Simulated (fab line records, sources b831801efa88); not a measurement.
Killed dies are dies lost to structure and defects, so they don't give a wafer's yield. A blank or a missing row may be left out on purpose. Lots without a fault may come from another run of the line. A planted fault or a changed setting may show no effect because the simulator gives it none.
One fault seen from 2 desks | flow sky130 | each desk has only its own numbers; what lay behind them comes last

THE METROLOGY DESK
What the gauges read, lot by lot, whatever tool the lot ran on: means of the sampled wafers that have a number. A lot is out of limits, marked OUT, if its mean lies more than 4 standard deviations from the usual mean; the brackets give that distance. Of its 8 readings 7 are shown: the one that was out of limits first, and those that lie furthest out on some lot.
Columns: A = VIA2_W_THK at SKY_VIA2_THK_MEAS_23, usual 429 nm; B = CAPM_CVD_00_THK at SKY_CAPM_THK_MEAS_01, usual 15.58 nm; C = CAPM_TIN_RS at SKY_CAPM_RS_MEAS_03, usual 6.95 ohm/sq; D = CAPM_TIN_THK at SKY_CAPM_THK_MEAS_04, usual 196.6 nm; E = CAPM_OVL at SKY_CAPM_OVL_MEAS_12, usual 0.1 nm; F = cd_nm at SKY_METAL3_CD_MEAS_13, usual 299.5 nm; G = METAL3_OVL at SKY_METAL3_OVL_MEAS_14, usual -3 nm
lot  | first seen here | A   | B               | C    | D     | E    | F     | G
L173 | day 37 01:28    | 423 | 15.66           | 6.88 | 197.5 | -0.0 | 299.3 | 1
L189 | day 41 15:26    | 424 | 15.65           | 6.92 | 196.6 | -0.3 | 297.4 | -11
L190 | day 42 01:28    | 430 | 12.38 (-15) OUT | 7.00 | 196.1 | 1.4  | 300.8 | 9
L191 | day 42 08:13    | 430 | 9.04 (-30) OUT  | 6.90 | 199.2 | -0.9 | 301.7 | -3
L193 | day 42 21:39    | 428 | 15.67           | 6.98 | 194.8 | 1.2  | 298.9 | -5
L194 | day 43 12:26    | 430 | 15.51           | 6.92 | 198.0 | -0.2 | 298.0 | -2
This desk's finding: out of limits on L190, L191; first on L190, day 42 02:06 (CAPM_CVD_00_THK at SKY_CAPM_THK_MEAS_01). In limits: L173, L189, L193, L194.

THE TOOL OWNER'S DESK: pecvd-01
The tool's own readings at SKY_CAPM_CVD_00 (deposits SiO2, target thk 15.5 nm): means of the sampled wafers that have a number, for each lot that ran on this tool. A lot is out of limits, marked OUT, if its mean lies more than 4 standard deviations from the usual mean; the brackets give that distance.
Columns: A = heater_power_w at SKY_CAPM_CVD_00, usual 718 W
lot  | first seen here | A
L173 | day 37 02:05    | 805
L189 | day 41 16:02    | 849
L190 | day 42 02:04    | 724
L191 | day 42 08:49    | 844
This desk's finding: nothing out of limits on any of the 4 lots.

PUT TOGETHER
The metrology desk could have raised an alarm at day 42 02:06, on L190, L191.
The tool owner's desk saw nothing out of limits.
The tool owner's desk has L190, L191 on record, within its limits.
Of the lots named, all ran SKY_CAPM_CVD_00 on pecvd-01.

WHAT THE SIMULATOR HAD PUT IN
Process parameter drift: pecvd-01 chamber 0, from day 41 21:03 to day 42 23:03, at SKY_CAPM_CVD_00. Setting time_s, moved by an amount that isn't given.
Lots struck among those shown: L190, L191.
Hours from the fault's start to each desk's first reading out of limits: the metrology desk, 5.
